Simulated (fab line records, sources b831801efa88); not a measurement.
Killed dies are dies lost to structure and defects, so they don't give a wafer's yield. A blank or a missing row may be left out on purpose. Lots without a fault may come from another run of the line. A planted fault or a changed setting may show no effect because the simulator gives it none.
Chamber matching | flow sfq_line | SFQ_TRILAYER_I6_CMP_CMP_166 on cmp-02: 4 sister chambers
The step polishes SiO2. 4 wafers are shown with their chamber, then 6 later ones without.

WAFERS WITH THEIR CHAMBER
wafer  | chamber | motor_current_A (A)
L122.6 | 2       | 9.2
L127.6 | 1       | 8.6
L129.3 | 0       | 11.6
L129.5 | 3       | 9.5

WAFERS WITHOUT THEIR CHAMBER
wafer  | motor_current_A (A)
L130.4 | 8.6
L130.2 | 10.5
L130.5 | 8.9
L132.4 | 9.5
L132.1 | 10.8
L132.5 | 10.1

WHICH CHAMBER EACH WENT THROUGH
wafer  | from the rows above               | in truth
L130.4 | can't be placed: 1 or 2 or 3      | 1
L130.2 | can't be placed: 3 or 0 or 2 or 1 | 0
L130.5 | can't be placed: 2 or 1 or 3      | 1
L132.4 | can't be placed: 3 or 2 or 1      | 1
L132.1 | can't be placed: 0 or 3 or 2      | 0
L132.5 | can't be placed: 3 or 2 or 0 or 1 | 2
Placed correctly: 0 of 6. Can't be placed from these rows: 6 (the true chamber is among the candidates in 6). Placed wrongly: 0.
How it was worked out, from the rows above alone: a wafer's distance from a chamber is the root of the sum, over the readings, of the square of ((its reading less the chamber's mean) divided by the reading's scatter). The wafer belongs to the nearest chamber; if the next one is less than 2 further off, it can't be placed. A chamber's mean is the mean of its shown wafers. The scatter: with one shown wafer a chamber, the root of the mean of the squares of how far each hidden wafer lies from its nearest shown one.
